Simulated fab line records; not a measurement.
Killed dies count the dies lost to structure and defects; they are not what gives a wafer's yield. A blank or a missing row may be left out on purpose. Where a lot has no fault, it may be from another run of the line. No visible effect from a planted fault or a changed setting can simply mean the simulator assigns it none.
One fault seen from 2 desks -- flow gf180mcu -- each desk has only its own numbers; what lay behind them comes last

## AT THE TOOL OWNER'S DESK: lithoTrack-02
The tool's own readings at GF_M2_PEB_12 (peb time 90 s): means of the sampled wafers that have a number, for each lot that ran on this tool. If a lot's mean is further than 4 standard deviations from the usual mean, the lot is out of limits and carries the mark OUT (the distance appears in the brackets).
Columns: A = chillPlateTempC at GF_M2_PEB_12, usual 23.00 C; B = exhaustPa at GF_M2_PEB_12, usual 45.0 Pa; C = resistLineTempC at GF_M2_PEB_12, usual 23.00 C
lot,first seen here,A,B,C
L991,day 24 09:49,23.02,45.8,22.98
L999,day 26 13:47,23.07,45.5,23.21
This desk's finding: nothing out of limits on any of the 2 lots.

## THE METROLOGY DESK
Means of the sampled wafers that have a number, per lot and without regard to the tool the lot ran on: this is what the gauges read. If a lot's mean is further than 4 standard deviations from the usual mean, the lot is out of limits and carries the mark OUT (the distance appears in the brackets).
Columns: A = M1_OVL at GF_M1_OVL_MEAS_15, usual 4 nm
lot,first seen here,A
L977,day 17 08:37,2
L978,day 17 16:04,6
L988,day 21 03:04,-6
L989,day 21 15:46,9
L990,day 22 00:54,8
L991,day 22 09:07,1
L992,day 22 16:52,-1
L993,day 23 07:01,10
L994,day 23 09:34,-1
L995,day 23 13:55,-3
L996,day 23 22:13,6
L997,day 24 07:46,11
L998,day 24 15:04,4
L999,day 24 16:39,5
This desk's finding: nothing out of limits on any of the 14 lots.

## ALL TOGETHER
Nothing out of limits was seen by the tool owner's desk.
From the metrology desk's view, nothing was out of limits.

## WHAT WAS PUT IN BY THE SIMULATOR
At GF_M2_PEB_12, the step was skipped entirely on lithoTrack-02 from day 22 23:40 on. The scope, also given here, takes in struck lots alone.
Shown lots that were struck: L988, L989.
